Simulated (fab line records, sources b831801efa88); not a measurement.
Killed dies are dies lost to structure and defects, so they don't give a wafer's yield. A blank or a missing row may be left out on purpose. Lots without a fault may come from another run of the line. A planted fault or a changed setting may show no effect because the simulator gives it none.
Split-lot experiment | flow gf180mcu | 5 lots, 23 wafers read, on a route of 602 steps

THE SPLIT
At GF_STI_ETCH_13 (etches the open film in CHF3/O2, stops on Si, target depth 282.31 nm, time 112.9 s), the setting source_w was moved away from the recipe's 600 W on 11 of the 23 wafers read, by -9.4% to +10.3%. The other wafers ran this setting at the recipe's value.

The reading is taken at the split's own step.

THE READING
KrF_of_STI_COAT_07.thk_nm (the simulator's own value, which no gauge read), in nm, at GF_STI_ETCH_13 (etches the open film in CHF3/O2, stops on Si, target depth 282.31 nm, time 112.9 s). The file gives no usual value for it. The 12 wafers here that ran the recipe average 441.7 nm, standard deviation 5.1 nm.

wafer  | tool, chamber at the split | source_w as run, W | against the recipe | KrF_of_STI_COAT_07.thk_nm, nm | against lot-mates on the recipe
L074.1 | rie_diel-03, 1             | 600                | recipe             | 436.3                         | -
L074.2 | rie_diel-03, 2             | 600                | recipe             | 448.4                         | -
L074.6 | rie_diel-03, 0             | 600                | recipe             | 446.7                         | -
L076.1 | rie_diel-02, 1             | 600                | recipe             | 437.9                         | -
L076.2 | rie_diel-02, 2             | 600                | recipe             | 438                           | -
L076.4 | rie_diel-02, 3             | 554.1              | -7.7%              | 451.4                         | +13.4
L076.5 | rie_diel-02, 1             | 554.1              | -7.7%              | 446                           | +8.1
L076.6 | rie_diel-02, 0             | 554.1              | -7.7%              | 450.3                         | +12.4
L077.1 | rie_diel-02, 0             | 600                | recipe             | 450.5                         | -
L077.2 | rie_diel-02, 2             | 661.6              | +10.3%             | 430.8                         | -16.0
L077.3 | rie_diel-02, 1             | 661.6              | +10.3%             | 431                           | -15.8
L077.5 | rie_diel-02, 3             | 600                | recipe             | 448.3                         | -
L077.6 | rie_diel-02, 2             | 600                | recipe             | 441.6                         | -
L079.1 | rie_diel-02, 3             | 543.9              | -9.4%              | 455.1                         | +16.0
L079.2 | rie_diel-02, 0             | 543.9              | -9.4%              | 454.4                         | +15.2
L079.3 | rie_diel-02, 1             | 600                | recipe             | 439.6                         | -
L079.4 | rie_diel-02, 2             | 543.9              | -9.4%              | 450.4                         | +11.2
L079.5 | rie_diel-02, 2             | 600                | recipe             | 438.7                         | -
L080.1 | rie_diel-02, 3             | 550                | -8.3%              | 448.7                         | +11.8
L080.2 | rie_diel-02, 0             | 550                | -8.3%              | 449.3                         | +12.4
L080.4 | rie_diel-02, 2             | 600                | recipe             | 436.2                         | -
L080.5 | rie_diel-02, 1             | 550                | -8.3%              | 446.2                         | +9.3
L080.6 | rie_diel-02, 2             | 600                | recipe             | 437.6                         | -

THE FIT
A straight line over all 23 wafers: KrF_of_STI_COAT_07.thk_nm changes by -1.03 nm for each +1% of source_w; r = -0.82; the points scatter about the line by 4.2 nm.
The same after taking each lot's own level away (the mean of its wafers on the recipe; 23 wafers): -1.48 nm for each +1%; r = -0.95; scatter 2.8 nm.
On that fit, the largest move of source_w shifts the reading by 15 nm.
The lots' own levels span 436.90 to 446.80 nm, that is 2.0 times the standard deviation above.
So the lot-to-lot level changes the slope: the two fits differ.
Check: with one of the wafers moved furthest among these (+10.3%) left out of the fit, the line predicts -15.2 nm for it against its lot-mates. It came out at -16 nm against them.

THE FILE'S OWN FIT
KrF_of_STI_COAT_07.thk_nm changes by -1.48 nm for each +1% of source_w, r = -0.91.
